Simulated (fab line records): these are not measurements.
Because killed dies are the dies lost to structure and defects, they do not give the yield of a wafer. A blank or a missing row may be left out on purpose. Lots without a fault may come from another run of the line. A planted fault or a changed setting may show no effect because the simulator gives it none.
Struck lot and sound lot, side by side ; flow gf180mcu ; 14 steps out of a route of 602
Sound: wafers L543.1, L543.4, L543.6. The struck wafers were L537.1, L537.5, L537.6. At the end, the cause is stated.
Per side, at each step with rows, come the tool, then ch with its chambers, and then its first start. Under that, the readings that differ: sound wafers ; struck wafers ; difference of the means ; sigmas: that difference in standard deviations of wafers without a fault.
alike: readings whose means differ by less than 2 such deviations, and words and numbers that are the same on both sides. not compared: withheld readings, readings that some wafer has no value for, bounds like >300 that may hide the same value, and numbers for which the record gives no deviation and whose values overlap.
Wherever a step has rows on one side only, a row that says differs or no value, or a row with sigmas, the two part there. Non-overlapping numbers with no deviation appear without sigmas and do not part them. Lack of a reading on every wafer of one side parts them only where that side has two or more wafers.

GF_V4_THK_MEAS_01:
  struck on filmMetro-03, day 26 17:25; sound on filmMetro-02, day 28 06:58
  alike: V4_CVD_00_THK
GF_V4_CVD_02: deposits SiO2 from TEOS, target thk 850 nm, time 94.851 s.
  sound on pecvd-04 ch 0,1,2, day 28 07:02; struck on pecvd-02 ch 0,2, day 26 17:29
  alike: heaterPowerW
GF_V4_THK_MEAS_03:
  struck on filmMetro-02, day 26 17:33; sound on filmMetro-01, day 28 07:06
  alike: V4_CVD_02_THK
GF_V4_CMP_04: polishes SiO2.
  sound on cmp-02 ch 0,3, day 28 07:10; struck on cmp-02 ch 0,2,3, day 26 17:46
reading;sound;struck;difference;sigmas
timeToEndpointS (s);80 84 89;67 77 74;-12;-2
  alike: edgeZonePressureFrac, motorCurrentA, slurryFilterDpKPa, slurryFlowMlMin
GF_V4_BOW_MEAS_05:
  struck on filmMetro-03, day 26 17:55; sound on filmMetro-02, day 28 07:28
  alike: V4_BOW
then, 4 steps without rows for these wafers: GF_V4_DEHYDRATE_06 (time 60 s); GF_V4_HMDS_07 (prime time 60 s); GF_V4_COAT_08; GF_V4_COAT_09 (resist thk 1000 nm).
GF_V4_SOFTBAKE_10: time 61.28 s.
  sound: lithoTrack-03 ch 0; struck: lithoTrack-03 ch 0
  alike: exhaustPa, plateSensorTCentreC, plateSensorTEdgeC
then, 2 steps without rows for these wafers: GF_V4_EXPOSE_11 (exposes mask Via4, target cd 260 nm); GF_V4_PEB_12 (peb time 90 s).
GF_V4_DEVELOP_13: develop time 60 s.
  sound on lithoTrack-01 ch 0, day 29 03:12; struck on lithoTrack-02, day 27 14:23
  no value came back on the struck wafers for chillPlateTempC (C), developTimeS (s), exhaustPa (Pa); on the sound wafers chillPlateTempC (C) reads 23.23 23.18 23.18
reading;sound;struck;difference;sigmas
model.KrF_of_V4_COAT_09.thkNm (nm);984.4 986.5 983.6;1002 1000 1002;+16;
GF_V4_CD_MEAS_14: target cd 260 nm.
  struck on cdSem-01, day 27 14:32; sound on cdSem-01, day 29 03:21
reading;sound;struck;difference;sigmas
cdNm (nm);259.2 259.6 260.9;- - -;no value on the struck wafers;

== WHERE THEY PART ==
First at GF_V4_CMP_04; last, within this record, at GF_V4_CD_MEAS_14.

WHY: what the simulator had put in
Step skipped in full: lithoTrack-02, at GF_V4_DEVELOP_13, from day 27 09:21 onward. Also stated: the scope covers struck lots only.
